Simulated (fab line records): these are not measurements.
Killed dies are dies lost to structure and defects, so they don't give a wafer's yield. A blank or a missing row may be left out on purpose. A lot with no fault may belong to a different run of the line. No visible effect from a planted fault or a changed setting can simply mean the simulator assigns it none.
Chamber matching || flow gf180mcu || GF_V3_CMP_26 on cmp-01: 4 sister chambers
The step polishes, stops on SiO2, t overpolish 15 s, target thk 0 nm. 8 wafers are shown with their chamber, then 12 later ones without.

## EACH WAFER AND ITS CHAMBER
{"wafer": "L083.1", "chamber": 2, "motor_current_A (A)": 12.3, "time_to_endpoint_s (s)": 83}
{"wafer": "L084.2", "chamber": 2, "motor_current_A (A)": 11.7, "time_to_endpoint_s (s)": 87}
{"wafer": "L084.6", "chamber": 1, "motor_current_A (A)": 9.8, "time_to_endpoint_s (s)": 86}
{"wafer": "L085.3", "chamber": 0, "motor_current_A (A)": 9.8, "time_to_endpoint_s (s)": 79}
{"wafer": "L085.5", "chamber": 1, "motor_current_A (A)": 9.9, "time_to_endpoint_s (s)": 77}
{"wafer": "L086.4", "chamber": 3, "motor_current_A (A)": 12.4, "time_to_endpoint_s (s)": 81}
{"wafer": "L086.5", "chamber": 0, "motor_current_A (A)": 11.0, "time_to_endpoint_s (s)": 82}
{"wafer": "L086.6", "chamber": 3, "motor_current_A (A)": 12.2, "time_to_endpoint_s (s)": 80}

## WAFERS MISSING THEIR CHAMBER
{"wafer": "L087.2", "motor_current_A (A)": 11.2, "time_to_endpoint_s (s)": 89}
{"wafer": "L087.3", "motor_current_A (A)": 10.4, "time_to_endpoint_s (s)": 79}
{"wafer": "L087.4", "motor_current_A (A)": 11.6, "time_to_endpoint_s (s)": 85}
{"wafer": "L093.2", "motor_current_A (A)": 12.5, "time_to_endpoint_s (s)": 90}
{"wafer": "L093.4", "motor_current_A (A)": 10.8, "time_to_endpoint_s (s)": 89}
{"wafer": "L093.6", "motor_current_A (A)": 10.6, "time_to_endpoint_s (s)": 87}
{"wafer": "L094.1", "motor_current_A (A)": 12.1, "time_to_endpoint_s (s)": 88}
{"wafer": "L094.3", "motor_current_A (A)": 10.3, "time_to_endpoint_s (s)": 81}
{"wafer": "L094.4", "motor_current_A (A)": 10.9, "time_to_endpoint_s (s)": 87}
{"wafer": "L096.2", "motor_current_A (A)": 10.0, "time_to_endpoint_s (s)": 82}
{"wafer": "L096.3", "motor_current_A (A)": 12.1, "time_to_endpoint_s (s)": 88}
{"wafer": "L096.5", "motor_current_A (A)": 11.9, "time_to_endpoint_s (s)": 85}

## WHICH CHAMBER EACH WENT THROUGH
{"wafer": "L087.2", "from the rows above": "can't be placed: 2 or 0 or 3 or 1", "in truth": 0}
{"wafer": "L087.3", "from the rows above": "can't be placed: 0 or 1", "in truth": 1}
{"wafer": "L087.4", "from the rows above": "can't be placed: 2 or 3 or 0", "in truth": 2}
{"wafer": "L093.2", "from the rows above": "can't be placed: 2 or 3", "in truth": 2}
{"wafer": "L093.4", "from the rows above": "can't be placed: 0 or 2 or 1 or 3", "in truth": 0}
{"wafer": "L093.6", "from the rows above": "can't be placed: 0 or 1 or 2", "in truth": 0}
{"wafer": "L094.1", "from the rows above": "can't be placed: 2 or 3", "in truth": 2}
{"wafer": "L094.3", "from the rows above": "can't be placed: 0 or 1", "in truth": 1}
{"wafer": "L094.4", "from the rows above": "can't be placed: 0 or 2 or 1 or 3", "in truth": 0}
{"wafer": "L096.2", "from the rows above": "can't be placed: 1 or 0", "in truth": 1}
{"wafer": "L096.3", "from the rows above": "can't be placed: 2 or 3", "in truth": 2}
{"wafer": "L096.5", "from the rows above": "can't be placed: 2 or 3", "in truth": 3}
Correctly placed: 0 of 12. Can't be placed from these rows: 12 (the true chamber is among the candidates in 12). Placed wrongly: 0.
How it was worked out, from the rows above alone: a wafer's distance from a chamber is the root of the sum, over the readings, of the square of ((its reading less the chamber's mean) divided by the reading's scatter). The wafer belongs to the nearest chamber; if the next one is less than 2 further off, it can't be placed. The mean given for a chamber averages the wafers shown for that chamber. The scatter is the square root of a quotient: the sum, over the shown wafers, of each reading's squared deviation from its chamber's mean, divided by wafers minus chambers.
